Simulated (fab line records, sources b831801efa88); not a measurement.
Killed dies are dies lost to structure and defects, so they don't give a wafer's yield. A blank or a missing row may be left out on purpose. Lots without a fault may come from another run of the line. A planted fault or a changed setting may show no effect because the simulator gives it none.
One fault seen from 2 desks | flow sky130 | each desk has only its own numbers; what lay behind them comes last

THE METROLOGY DESK
What the gauges read, lot by lot, whatever tool the lot ran on: means of the sampled wafers that have a number. A lot is out of limits, marked OUT, if its mean lies more than 4 standard deviations from the usual mean; the brackets give that distance.
Columns: A = POLY_GATE_CVD_03_THK at SKY_POLY_GATE_THK_MEAS_04, usual 74.8 nm; B = LDD_HVN_OVL at SKY_LDD_HVN_OVL_MEAS_07, usual 1.3 nm; C = VIA2_HDPCVD_THK at SKY_VIA2_THK_MEAS_01, usual 1176 nm; D = VIA2_W_THK at SKY_VIA2_THK_MEAS_23, usual 399 nm
lot  | first seen here | A    | B    | C    | D
L518 | day 15 21:47    | 74.8 | 0.5  | 1185 | 396
L519 | day 16 03:12    | 74.3 | 1.8  | 1183 | 400
L521 | day 16 11:36    | 76.7 | 1.6  | 1187 | 405
L520 | day 16 12:57    | 74.1 | 2.7  | 1165 | 396
L522 | day 17 03:30    | 74.1 | 1.5  | 1182 | 394
L524 | day 17 18:53    | 74.2 | 2.1  | 1176 | 401
L523 | day 17 22:01    | 74.7 | 1.0  | 1179 | 398
L531 | day 20 06:22    | 75.2 | 1.9  | 1219 | 398
L535 | day 21 10:49    | 74.1 | 2.7  | 1170 | 395
L536 | day 21 13:24    | 74.8 | 1.0  | 1167 | 401
L539 | day 22 14:35    | 75.7 | -1.2 | 1165 | 399
L541 | day 23 04:47    | 75.0 | -0.1 | 1157 | 408
This desk's finding: nothing out of limits on any of the 12 lots.

THE TOOL OWNER'S DESK: hdpcvd-01
The tool's own readings at SKY_VIA2_HDPCVD_00 (deposits SiO2, target thk 1180 nm, time 196.7 s): means of the sampled wafers that have a number, for each lot that ran on this tool. A lot is out of limits, marked OUT, if its mean lies more than 4 standard deviations from the usual mean; the brackets give that distance.
Columns: A = run_length_s at SKY_VIA2_HDPCVD_00, usual 224.7 s; B = susceptor_temp_C at SKY_VIA2_HDPCVD_00, usual 399.99 C
lot  | first seen here | A               | B
L520 | day 36 11:55    | 224.8           | 399.98
L521 | day 36 14:42    | 224.9           | 400.06
L522 | day 37 00:20    | 224.5           | 399.72
L523 | day 37 20:49    | 224.5           | 400.00
L531 | day 39 15:06    | 230.6 (+11) OUT | 400.03
This desk's finding: out of limits on L531; first on L531, day 39 15:06 (run_length_s at SKY_VIA2_HDPCVD_00). In limits: L520, L521, L522, L523.

PUT TOGETHER
The tool owner's desk could have raised an alarm at day 39 15:06, on L531.
The metrology desk saw nothing out of limits.
The metrology desk has L531 on record, within its limits.
Of the lots named, all ran SKY_VIA2_HDPCVD_00 on hdpcvd-01.

WHAT THE SIMULATOR HAD PUT IN
Process parameter drift: hdpcvd-01, from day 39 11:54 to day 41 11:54, at SKY_VIA2_HDPCVD_00. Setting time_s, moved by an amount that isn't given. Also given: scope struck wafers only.
Lots struck among those shown: L531.
Hours from the fault's start to each desk's first reading out of limits: the tool owner's desk, 3.
